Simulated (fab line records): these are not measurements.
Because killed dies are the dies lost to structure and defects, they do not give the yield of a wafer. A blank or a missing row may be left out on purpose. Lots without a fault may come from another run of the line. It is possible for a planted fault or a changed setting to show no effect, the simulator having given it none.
fab line records ; flow gf180mcu
record lots=6; wafers=18; last-day=33
route steps=602 shown SAB@272 SALICIDE@278 PASSIVATION@602
lots that met no fault: taken from a fault-free run of the same line
start-h: start of the lot's first displayed wafer, in hours after the record's first day ; wait-h: hours since the lot's step before ; " repeats the value in the row above ; L1.1+2: a single row standing in for several wafers ; - no value, or no start given ; * or withheld: withheld ; < > ~ a bound
route shown NAME@n: a module of which the file shows steps, and the number in the route of the first ; usual: the fault-free wafers' mean and standard deviation ; same: alike in all rows ; chamber/n: place in a boat ; sites: per-site readings ; _std_site: standard deviation across them ; _edge_site: the outer-site mean with the inner-site mean subtracted ; radius-mm: how far each site lies from the wafer's centre ; mask NAME#n: copy n ; behind: the most recent tool/chamber to have shaped the wafer ; hold: the reason the lot was held/the length of the hold in hours/how it ended ; device: transistor that didn't switch, given as n, p or np ; end of line: the route-end tests of the same wafers ; a step given without rows: its recipe and nothing more ; killed: not the wafer's yield, but the dies lost to structure and defects at the first sort ; map: dies across one wafer; x = killed, . = not, _ = none there
set.NAME: the setting that was run; set.NAME@STEP: the one run at that earlier step ; model.NAME: the simulator's own value behind a step, which no gauge read
certain route steps with their lots: each step a table, each wafer a row
services: when a tool's chamber went out of use (start-h, in hours from the record's first day, below 0 if earlier), for how many hours, and the reason
## steps
# step GF_SAB_DEVELOP_08
# recipe develop-time-s=60; dev-temp-c=22.25
# step GF_SAB_CD_MEAS_09
# recipe target-cd-nm=420
# usual cd-nm=419.8/2.6
lot.wafer;tool;chamber;start-h;wait-h;cd-nm
L868.1;cd-sem-02;-;417.60;0.1;418.4
L868.2;cd-sem-02;-;417.60;0.1;418.5
L868.3;cd-sem-02;-;417.60;0.1;419.3
L869.1;cd-sem-01;-;434.35;0.1;417.6
L869.2;cd-sem-01;-;434.35;0.1;416.1
L869.3;cd-sem-01;-;434.35;0.1;416.7
L870.2;cd-sem-01;-;444.87;0.1;420.4
L870.3;cd-sem-01;-;444.87;0.1;423.6
L870.6;cd-sem-01;-;444.87;0.1;421.2
L872.2;cd-sem-01;-;455.87;0.1;424.6
L872.4;cd-sem-01;-;455.87;0.1;422.4
L872.6;cd-sem-01;-;455.87;0.1;420.1
L874.2;cd-sem-02;-;475.93;0.1;422.4
L874.3;cd-sem-02;-;475.93;0.1;421.7
L874.6;cd-sem-02;-;475.93;0.1;422.6
L875.1;cd-sem-01;-;483.98;0.1;419.9
L875.3;cd-sem-01;-;483.98;0.1;417.8
L875.4;cd-sem-01;-;483.98;0.1;418.8
# step GF_SAB_OVL_MEAS_10
# usual SAB_OVL=-0.2/1.2
lot.wafer;tool;chamber;start-h;wait-h;SAB_OVL[nm]
L868.1;overlay-02;-;417.72;0.1;-0.2
L868.2;overlay-02;-;417.72;0.1;-1.5
L868.3;overlay-02;-;417.72;0.1;-1.2
L869.1;overlay-01;-;434.47;0.1;0.4
L869.2;overlay-01;-;434.47;0.1;-0.3
L869.3;overlay-01;-;434.47;0.1;0.4
L870.2;overlay-01;-;444.98;0.1;-0.8
L870.3;overlay-01;-;444.98;0.1;1.1
L870.6;overlay-01;-;444.98;0.1;-0.3
L872.2;overlay-01;-;455.98;0.1;0.5
L872.4;overlay-01;-;455.98;0.1;2.3
L872.6;overlay-01;-;455.98;0.1;2.2
L874.2;overlay-01;-;476.03;0.1;-1.4
L874.3;overlay-01;-;476.03;0.1;-1.2
L874.6;overlay-01;-;476.03;0.1;-1.4
L875.1;overlay-02;-;484.10;0.1;-2.1
L875.3;overlay-02;-;484.10;0.1;-2.6
L875.4;overlay-02;-;484.10;0.1;-2.2
# step GF_SAB_ETCH_11
# recipe chemistry=C4F8/O2/Ar; mask-material=NOVOLAK; target=SiO2; target-depth-nm=55; source-w=1500; bias-w=1200; pressure-mtorr=40; c4f8-flow-sccm=withheld; O2_flow_sccm=6; Ar_flow_sccm=300; time-s=8.5
# usual chamber-pressure-mTorr=39.994/0.029; oes-product-au=0.999/0.01; rf-fwd-power-W=1471/7.6
lot.wafer;tool;chamber;start-h;wait-h;chamber-pressure-mTorr;oes-product-au;rf-fwd-power-W;rf-hours-counter-h
L868.1;rie-diel-02;1;417.76;0.0;39.964;1.022;1476;44
L868.2;rie-diel-02;2;417.76;0.0;40.025;0.987;1472;32
L868.3;rie-diel-02;0;417.76;0.0;39.998;1.016;1471;32
L869.1;rie-diel-02;2;434.51;0.0;40.043;1.004;1475;32
L869.2;rie-diel-02;3;434.51;0.0;39.995;1.029;1463;15
L869.3;rie-diel-02;1;434.51;0.0;40.014;1.017;1474;44
L870.2;rie-diel-04;3;445.01;0.0;39.974;0.997;1473;4
L870.3;rie-diel-04;1;445.01;0.0;40.015;0.978;1485;59
L870.6;rie-diel-04;1;445.01;0.0;39.996;0.980;1483;-
L872.2;rie-diel-02;3;456.01;0.0;39.955;1.015;1473;15
L872.4;rie-diel-02;2;456.01;0.0;39.987;1.000;1462;33
L872.6;rie-diel-02;3;456.01;0.0;40.025;1.018;1467;-
L874.2;rie-diel-02;1;476.06;0.0;40.069;1.010;1471;45
L874.3;rie-diel-02;0;476.06;0.0;40.014;0.998;1463;33
L874.6;rie-diel-02;3;476.06;0.0;40.008;1.002;1474;-
L875.1;rie-diel-01;3;484.13;0.0;39.940;0.995;1471;76
L875.3;rie-diel-01;0;484.13;0.0;39.972;0.987;1484;7
L875.4;rie-diel-01;2;484.13;0.0;39.936;0.996;1466;32
# step GF_SAB_WET_ETCH_12
# recipe chemistry=dHF; target-depth-nm=22; dry=n2-spin; target=SiO2; temp-c=25; dilution=100:1; time-s=440
# step GF_SAB_STRIP_13
# recipe chemistry=O2/N2; power-w=1400; pressure-mtorr=1500; platen-temp-c=250; o2-flow-sccm=3000; n2-flow-sccm=300; overash-fraction=0.5
# usual chamber-pressure-mTorr=1500.0/1.3; drypump-motor-current-A=5.8/0.31; heater-power-w=346/43; oes-product-au=0.710/0.005; strip-time-to-endpoint-s=12.63/0.031
lot.wafer;tool;chamber;start-h;wait-h;chamber-pressure-mTorr;drypump-motor-current-A;heater-power-w;oes-product-au;rf-hours-counter-h;strip-time-to-endpoint-s
L868.1;plasma-asher-04;1;417.91;0.0;1498.9;5.5;304;0.708;73;12.62
L868.2;plasma-asher-04;0;417.91;0.0;1500.3;5.8;348;0.708;73;12.64
L868.3;plasma-asher-04;1;417.91;0.0;1501.0;5.5;301;0.715;-;12.63
L869.1;plasma-asher-04;1;434.66;0.0;1501.0;5.5;300;0.709;1;12.60
L869.2;plasma-asher-04;0;434.66;0.0;1500.9;5.8;362;0.709;1;12.65
L869.3;plasma-asher-04;0;434.66;0.0;1499.3;5.8;362;0.711;-;12.61
L870.2;plasma-asher-04;0;445.16;0.0;1499.1;5.8;368;0.709;2;12.66
L870.3;plasma-asher-04;1;445.16;0.0;1497.6;5.5;298;0.700;-;12.68
L870.6;plasma-asher-04;0;445.16;0.0;1502.1;5.8;360;0.719;-;12.65
L872.2;plasma-asher-01;0;456.16;0.0;1500.3;6.4;419;0.719;82;12.68
L872.4;plasma-asher-01;0;456.16;0.0;1498.1;6.4;420;0.711;-;12.64
L872.6;plasma-asher-01;1;456.16;0.0;1500.1;5.9;349;0.712;-;12.66
L874.2;plasma-asher-02;0;476.22;0.0;1499.4;5.5;326;0.708;72;12.65
L874.3;plasma-asher-02;0;476.22;0.0;1499.0;5.5;326;0.708;-;12.63
L874.6;plasma-asher-02;0;476.22;0.0;1501.2;5.5;325;0.707;-;12.64
L875.1;plasma-asher-01;1;484.30;0.0;1502.3;5.9;362;0.709;84;12.60
L875.3;plasma-asher-01;1;484.30;0.0;1499.3;5.9;356;0.709;-;12.64
L875.4;plasma-asher-01;0;484.30;0.0;1500.5;6.4;402;0.708;-;12.62
# step GF_SALICIDE_CLEAN_00
# recipe chemistry=SC1/SC2; mix=1:4:20; temp-c=70; time-s=150
# step GF_SALICIDE_WET_ETCH_01
# recipe chemistry=dHF; target-depth-nm=5; dry=ipa-marangoni; target=SiO2; temp-c=25; dilution=100:1; time-s=100
# step GF_SALICIDE_SPUTTER_02
# recipe material=Co; target-thk-nm=10; power-w=1000; time-s=20; chamber-pressure-pa=0.4
# usual cathode-dc-power-W=1000.0/0.19; throttle-valve-pct=30.0/1
lot.wafer;tool;chamber;start-h;wait-h;cathode-dc-power-W;throttle-valve-pct
L868.1;pvd-sputter-01;-;418.10;0.0;999.99;30.4
L868.2;pvd-sputter-01;-;418.10;0.0;1000.1;30.8
L868.3;pvd-sputter-01;-;418.10;0.0;1000.0;30.2
L869.1;pvd-sputter-02;-;434.85;0.0;999.83;29.3
L869.2;pvd-sputter-02;-;434.85;0.0;999.85;30.8
L869.3;pvd-sputter-02;-;434.85;0.0;999.94;28.5
L870.2;pvd-sputter-02;-;445.34;0.0;1000.0;30.7
L870.3;pvd-sputter-02;-;445.34;0.0;999.77;29.5
L870.6;pvd-sputter-02;-;445.34;0.0;999.79;28.4
L872.2;pvd-sputter-04;-;456.34;0.0;999.50;29.8
L872.4;pvd-sputter-04;-;456.34;0.0;1000.1;30.4
L872.6;pvd-sputter-04;-;456.34;0.0;999.80;30.3
L874.2;pvd-sputter-04;-;476.40;0.0;1000.2;30.8
L874.3;pvd-sputter-04;-;476.40;0.0;1000.1;29.7
L874.6;pvd-sputter-04;-;476.40;0.0;999.93;29.5
L875.1;pvd-sputter-04;-;484.49;0.0;1000.0;28.2
L875.3;pvd-sputter-04;-;484.49;0.0;1000.2;30.6
L875.4;pvd-sputter-04;-;484.49;0.0;1000.2;29.9
# step GF_SALICIDE_SPUTTER_03
# recipe material=TiN; target-thk-nm=20; power-w=6500; time-s=16.7; chamber-pressure-pa=0.4
# usual cathode-dc-power-W=6500.1/1.2; throttle-valve-pct=30.0/1
lot.wafer;tool;chamber;start-h;wait-h;cathode-dc-power-W;throttle-valve-pct
L868.1;pvd-sputter-01;-;418.12;0.0;6499.7;30.7
L868.2;pvd-sputter-01;-;418.12;0.0;6499.8;30.8
L868.3;pvd-sputter-01;-;418.12;0.0;6500.4;30.1
L869.1;pvd-sputter-02;-;434.87;0.0;6502.1;29.4
L869.2;pvd-sputter-02;-;434.87;0.0;6499.7;30.6
L869.3;pvd-sputter-02;-;434.87;0.0;6499.2;28.3
L870.2;pvd-sputter-02;-;445.37;0.0;6500.3;30.9
L870.3;pvd-sputter-02;-;445.37;0.0;6499.1;29.3
L870.6;pvd-sputter-02;-;445.37;0.0;6500.4;28.3
L872.2;pvd-sputter-04;-;456.37;0.0;6501.7;29.7
L872.4;pvd-sputter-04;-;456.37;0.0;6501.9;30.3
L872.6;pvd-sputter-04;-;456.37;0.0;6500.2;29.9
L874.2;pvd-sputter-04;-;476.43;0.0;6498.8;30.6
L874.3;pvd-sputter-04;-;476.43;0.0;6500.6;29.4
L874.6;pvd-sputter-04;-;476.43;0.0;6499.5;29.9
L875.1;pvd-sputter-04;-;484.52;0.0;6499.5;28.5
L875.3;pvd-sputter-04;-;484.52;0.0;6501.9;30.6
L875.4;pvd-sputter-04;-;484.52;0.0;6500.5;29.6
# step GF_SALICIDE_RS_MEAS_04
# recipe thk-meas-gauge=four-point-probe; reads=TiN_of_SALICIDE_SPUTTER_03+Co_of_SALICIDE_SPUTTER_02
# usual SALICIDE_TIN_RS=16.4/0.32
lot.wafer;tool;chamber;start-h;wait-h;SALICIDE_TIN_RS[ohm/sq]
L868.1;film-metro-01;-;418.19;0.1;16.2
L868.2;film-metro-01;-;418.19;0.1;16.4
L868.3;film-metro-01;-;418.19;0.1;16.5
L869.1;film-metro-03;-;434.90;0.0;16.4
L869.2;film-metro-03;-;434.90;0.0;16.7
L869.3;film-metro-03;-;434.90;0.0;16.6
L870.2;film-metro-03;-;445.42;0.0;16.5
L870.3;film-metro-03;-;445.42;0.0;16.1
L870.6;film-metro-03;-;445.42;0.0;16.1
L872.2;film-metro-03;-;456.42;0.0;15.9
L872.4;film-metro-03;-;456.42;0.0;16.4
L872.6;film-metro-03;-;456.42;0.0;16.5
L874.2;film-metro-01;-;476.48;0.0;16.8
L874.3;film-metro-01;-;476.48;0.0;16.5
L874.6;film-metro-01;-;476.48;0.0;16.5
L875.1;film-metro-02;-;484.55;0.0;16.1
L875.3;film-metro-02;-;484.55;0.0;16.0
L875.4;film-metro-02;-;484.55;0.0;15.8
# step GF_SALICIDE_THK_MEAS_05
# recipe thk-meas-gauge=xrf; reads=TiN_of_SALICIDE_SPUTTER_03
# usual SALICIDE_TIN_THK=19.77/0.3
lot.wafer;tool;chamber;start-h;wait-h;SALICIDE_TIN_THK[nm]
L868.1;film-metro-01;-;418.31;0.1;19.41
L868.2;film-metro-01;-;418.31;0.1;19.68
L868.3;film-metro-01;-;418.31;0.1;19.33
L869.1;film-metro-03;-;435.02;0.1;20.33
L869.2;film-metro-03;-;435.02;0.1;20.23
L869.3;film-metro-03;-;435.02;0.1;20.19
L870.2;film-metro-03;-;445.53;0.1;19.68
L870.3;film-metro-03;-;445.53;0.1;20.22
L870.6;film-metro-03;-;445.53;0.1;19.96
L872.2;film-metro-03;-;456.53;0.1;19.97
L872.4;film-metro-03;-;456.53;0.1;19.98
L872.6;film-metro-03;-;456.53;0.1;19.91
L874.2;film-metro-01;-;476.59;0.1;19.63
L874.3;film-metro-01;-;476.59;0.1;19.47
L874.6;film-metro-01;-;476.59;0.1;19.39
L875.1;film-metro-02;-;484.67;0.1;19.80
L875.3;film-metro-02;-;484.67;0.1;19.74
L875.4;film-metro-02;-;484.67;0.1;19.78
# step GF_SALICIDE_RTA_06
# recipe temp-c=530; time-s=30; ambient=N2
# usual anneal-temp-c-max=531.8/0.55; chamber-o2-ppm=2.001/0.022; lamp-power-pct=6.33/0.22; wafer_temp_C_max=533.0/0.82
lot.wafer;tool;chamber;start-h;wait-h;anneal-temp-c-max;chamber-o2-ppm;lamp-power-pct;wafer_temp_C_max
L868.1;rtp-anneal-02;0;418.37;0.1;531.7;2.009;6.09;531.8
L868.2;rtp-anneal-02;0;418.37;0.1;531.5;2.014;6.08;532.1
L868.3;rtp-anneal-02;0;418.37;0.1;531.2;1.983;6.09;532.0
L869.1;rtp-anneal-02;-;435.08;0.1;-;-;-;-
L869.2;rtp-anneal-02;-;435.08;0.1;-;-;-;-
L869.3;rtp-anneal-02;-;435.08;0.1;-;-;-;-
L870.2;rtp-anneal-02;-;445.60;0.1;-;-;-;-
L870.3;rtp-anneal-02;-;445.60;0.1;-;-;-;-
L870.6;rtp-anneal-02;-;445.60;0.1;-;-;-;-
L872.2;rtp-anneal-01;0;456.59;0.1;532.1;1.996;6.53;534.6
L872.4;rtp-anneal-01;0;456.59;0.1;531.9;2.015;6.53;533.4
L872.6;rtp-anneal-01;0;456.59;0.1;532.6;1.991;6.53;533.5
L874.2;rtp-anneal-01;0;476.65;0.1;531.6;1.976;6.53;534.2
L874.3;rtp-anneal-01;0;476.65;0.1;531.9;1.995;6.52;533.5
L874.6;rtp-anneal-01;0;476.65;0.1;531.8;1.981;6.52;534.7
L875.1;rtp-anneal-02;0;484.73;0.1;531.9;2.036;6.09;532.8
L875.3;rtp-anneal-02;0;484.73;0.1;531.5;2.017;6.08;532.4
L875.4;rtp-anneal-02;0;484.73;0.1;531.3;2.061;6.10;532.2
# step GF_SALICIDE_WET_ETCH_07
# recipe chemistry=SPM; target-depth-nm=120; dry=n2-spin
# step GF_PASSIVATION_PROBE_99
lot.wafer;tool;chamber;start-h;wait-h;model.etest.ppoly-sal.line-ohm-um;model.etest.npoly-sal.line-ohm-um;model.etest.pplus-sal.line-ohm-um;model.etest.ppoly-sal.rs-ohm-sq;model.etest.npoly-sal.rs-ohm-sq;model.etest.ppoly-u.end-ohm;model.etest.nplus-sal.line-ohm-um;model.etest.contact-poly.rc-ohm
L868.1;prober-02;-;738.43;0.1;28.23;27.95;35.07;7.257;7.294;29.37;31.82;6.129
L868.2;prober-02;-;738.48;0.1;28.35;29.09;34.58;7.349;7.352;30.44;30.89;5.846
L868.3;prober-02;-;738.53;0.2;28.48;28.83;34.94;7.386;7.357;32.42;31.66;6.13
L869.1;prober-01;-;751.43;0.1;1315;1201;845.8;369;337.8;286.4;270.4;239.4
L869.2;prober-01;-;751.48;0.1;1277;1186;837.5;362.7;338.1;282.2;273.3;236.2
L869.3;prober-01;-;751.53;0.2;1255;1154;845.7;353.2;328.1;285.5;273.1;238.8
L870.2;prober-02;-;758.70;0.1;1188;1151;852.1;330.9;316.8;285.4;268.1;242.3
L870.3;prober-02;-;758.75;0.2;1179;1122;854;333.8;315.7;276.9;275.5;230.3
L870.6;prober-02;-;758.90;0.2;1228;1148;873.4;342.4;324;279.3;275;234.1
L872.2;prober-02;-;765.41;0.1;27.69;27.8;33.42;7.094;7.136;28.99;30.08;6.015
L872.4;prober-02;-;765.51;0.2;28.75;28.99;35.23;7.375;7.381;32.58;31.35;5.788
L872.6;prober-02;-;765.61;0.2;28.52;28.54;35.07;7.388;7.375;32.26;31.25;5.937
L874.2;prober-02;-;780.00;0.1;28.8;28.61;36.36;7.548;7.572;31.08;32.53;6.113
L874.3;prober-02;-;780.05;0.2;28.03;28.2;35.4;7.394;7.324;31.26;32.26;5.979
L874.6;prober-02;-;780.20;0.2;27.85;28.16;35.5;7.352;7.376;31.09;31.76;6.022
L875.1;prober-01;-;784.40;0.1;27.65;27.64;35.49;7.273;7.2;30.48;31.88;5.721
L875.3;prober-01;-;784.50;0.2;27.78;28.08;34.88;7.233;7.186;29.84;31.95;5.907
L875.4;prober-01;-;784.55;0.2;27.46;27.19;34.93;7.062;7.054;29.95;31.13;5.843
# killed by level:class
L868.1 V4:geometric-particle:open=5 STI:geometric-particle:open=4 V1:geometric-particle:open=4 V2:geometric-particle:open=4 V3:geometric-particle:open=4 V1:geometric-particle:short=3 V2:geometric-particle:short=3 STI:geometric-particle:short=2
L868.2 V3:geometric-particle:open=6 V2:geometric-particle:open=5 V1:geometric-particle:open=4 V4:geometric-particle:open=4 V5:geometric-particle:open=4 M2:geometric-particle:short=3 V2:geometric-particle:short=3 V3:geometric-particle:short=3
L868.3 V5:geometric-particle:open=7 V1:geometric-particle:open=5 V2:geometric-particle:open=4 M2:geometric-particle:short=3 V3:geometric-particle:open=3 SAB:geometric-particle:short=2 CONTACT:geometric-particle:open=2 CONTACT:geometric-particle:short=2
L872.2 V4:geometric-particle:open=5 V1:geometric-particle:open=4 V5:geometric-particle:open=4 STI:geometric-particle:open=3 M1:geometric-particle:short=3 V3:geometric-particle:short=3 V3:geometric-particle:open=3 STI:geometric-particle:short=2
L872.4 V5:geometric-particle:open=7 V2:geometric-particle:open=5 V5:geometric-particle:short=4 V3:geometric-particle:open=3 V1:geometric-particle:open=3 V2:geometric-particle:short=3 STI:geometric-particle:open=2 CONTACT:geometric-particle:short=2
L872.6 V3:geometric-particle:open=7 V5:geometric-particle:open=6 V4:geometric-particle:open=5 CONTACT:geometric-particle:open=4 V1:geometric-particle:open=4 V2:geometric-particle:open=4 M4:geometric-particle:short=4 V2:geometric-particle:short=3
L874.2 V1:geometric-particle:open=5 M1:geometric-particle:short=4 V1:geometric-particle:short=4 V3:geometric-particle:open=4 V4:geometric-particle:open=4 V5:geometric-particle:open=4 CONTACT:geometric-particle:short=2 CONTACT:geometric-particle:open=2
L874.3 V3:geometric-particle:open=4 V4:geometric-particle:open=3 CONTACT:geometric-particle:open=3 M1:geometric-particle:short=3 V3:geometric-particle:short=3 M5:geometric-particle:short=3 POLY_GATE:geometric-particle:short=2 SALICIDE:geometric-particle:open=2
L874.6 V5:geometric-particle:open=6 M2:geometric-particle:short=4 STI:geometric-particle:short=3 SALICIDE:geometric-particle:open=3 CONTACT:geometric-particle:open=3 M1:geometric-particle:short=3 V1:geometric-particle:open=3 V2:geometric-particle:open=3
L875.1 V4:geometric-particle:open=6 STI:geometric-particle:open=3 V5:geometric-particle:open=3 CONTACT:geometric-particle:short=2 CONTACT:geometric-particle:open=2 V1:geometric-particle:short=2 M2:geometric-particle:short=2 V2:geometric-particle:short=2
L875.3 V4:geometric-particle:short=6 V5:geometric-particle:open=6 CONTACT:geometric-particle:short=4 POLY_GATE:geometric-particle:open=3 V3:geometric-particle:open=3 STI:geometric-particle:short=2 CONTACT:geometric-particle:open=2 M1:geometric-particle:short=2
L875.4 V5:geometric-particle:open=9 V2:geometric-particle:open=6 V4:geometric-particle:open=6 M2:geometric-particle:short=4 STI:geometric-particle:short=3 V4:geometric-particle:short=3 STI:geometric-particle:open=2 CONTACT:geometric-particle:short=2
## services
tool;chamber;start-h;hours;kind
pvd-sputter-02;1;407.79;-;consumable-replace:kit
pvd-sputter-02;1;407.79;18.0;scheduled-down
pvd-sputter-02;1;407.79;18.0;vent-cycle
plasma-asher-04;-;407.95;9.8;repair
plasma-asher-04;-;421.25;9.0;pm
plasma-asher-04;0;421.25;9.0;vent-cycle
plasma-asher-04;1;421.25;9.0;vent-cycle
plasma-asher-04;0;430.25;-;clean
plasma-asher-04;1;430.25;-;clean
pvd-sputter-01;2;436.46;-;consumable-replace:kit
pvd-sputter-01;2;436.46;18.0;scheduled-down
pvd-sputter-01;2;436.46;18.0;vent-cycle
plasma-asher-01;-;444.50;4.7;repair
plasma-asher-01;-;447.87;1.9;repair
rie-diel-01;1;448.81;-;clean
rie-diel-01;1;448.81;18.4;scheduled-down
rie-diel-01;1;448.81;18.4;vent-cycle
rie-diel-01;2;454.90;8.6;repair
plasma-asher-01;-;458.96;1.6;repair
## key
first-sign step=GF_SALICIDE_RTA_06; reading=tool-record; direction=missing
effect none on later readings
model-effect step=GF_PASSIVATION_PROBE_99; value=etest.ppoly-sal.line-ohm-um; without=28.23; struck=1240
met-at GF_SALICIDE_RTA_06
struck-wafers L869.1,L869.2,L869.3,L870.2,L870.3,L870.6
later-rows-left-out L869.1,L869.2,L869.3,L870.2,L870.3,L870.6
sort-left-out L869.1,L869.2,L869.3,L870.2,L870.3,L870.6
tester-left-out L869,L870
onset-between 418.37 435.08
fault kind=skipped-step-whole; tool=rtp-anneal-02; chamber=-; onset-h=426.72; steps=GF_SALICIDE_RTA_06; scope=struck-lots-only
# tester-left-out: of these lots the tester's yield and bins aren't shown, on N5 and GAA mostly nor the transistor test; their killed dies are dies lost to structure and defects alone, not to doping, threshold or leakage, so they don't give the yield
# sort-left-out: the simulated sort isn't trusted on such a fault, so these wafers' sort isn't shown, and their yield isn't known
# later-rows-left-out: the simulator's readings of these wafers behind a module that went badly wrong aren't trusted and aren't shown, but for the sort
